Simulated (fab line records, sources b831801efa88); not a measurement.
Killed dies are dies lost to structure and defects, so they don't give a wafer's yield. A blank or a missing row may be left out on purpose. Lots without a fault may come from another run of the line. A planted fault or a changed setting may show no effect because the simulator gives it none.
One fault seen from 2 desks | flow sky130 | each desk has only its own numbers; what lay behind them comes last

THE METROLOGY DESK
What the gauges read, lot by lot, whatever tool the lot ran on: means of the sampled wafers that have a number. A lot is out of limits, marked OUT, if its mean lies more than 4 standard deviations from the usual mean; the brackets give that distance.
Columns: A = CAP2M_TIN_THK at SKY_CAP2M_THK_MEAS_04, usual 204 nm; B = METAL4_OVL at SKY_METAL4_OVL_MEAS_14, usual -5 nm
lot  | first seen here | A   | B
L494 | day 39 18:00    | 201 | -4
L495 | day 40 00:08    | 202 | -7
L497 | day 40 20:05    | 203 | -4
L498 | day 41 07:29    | 206 | -5
L499 | day 41 11:19    | 208 | -0
L501 | day 42 03:08    | 205 | -11
L502 | day 42 13:13    | 204 | 1
L503 | day 42 22:53    | 206 | -6
L510 | day 44 20:20    | 198 | 4
L511 | day 45 01:12    | 205 | -5
L512 | day 45 09:20    | 206 | -13
L513 | day 45 11:52    | 202 | -8
L517 | day 46 15:00    | 205 | -10
This desk's finding: nothing out of limits on any of the 13 lots.

THE TOOL OWNER'S DESK: pvd_sputter-01
The tool's own readings at SKY_LI_CONTACT_SPUTTER_20 (material TiN, target thk 20 nm, time 80 s): means of the sampled wafers that have a number, for each lot that ran on this tool. A lot is out of limits, marked OUT, if its mean lies more than 4 standard deviations from the usual mean; the brackets give that distance.
Columns: A = throttle_valve_pct at SKY_LI_CONTACT_SPUTTER_20, usual 30.0 %
lot  | first seen here | A
L494 | day 29 10:29    | 30.4
L501 | day 32 05:08    | 30.4
L502 | day 32 17:33    | 29.9
L510 | day 35 02:06    | 29.0
L511 | day 35 07:14    | 30.5
L513 | day 35 17:44    | 31.5
This desk's finding: nothing out of limits on any of the 6 lots.

PUT TOGETHER
The metrology desk saw nothing out of limits.
The tool owner's desk saw nothing out of limits.

WHAT THE SIMULATOR HAD PUT IN
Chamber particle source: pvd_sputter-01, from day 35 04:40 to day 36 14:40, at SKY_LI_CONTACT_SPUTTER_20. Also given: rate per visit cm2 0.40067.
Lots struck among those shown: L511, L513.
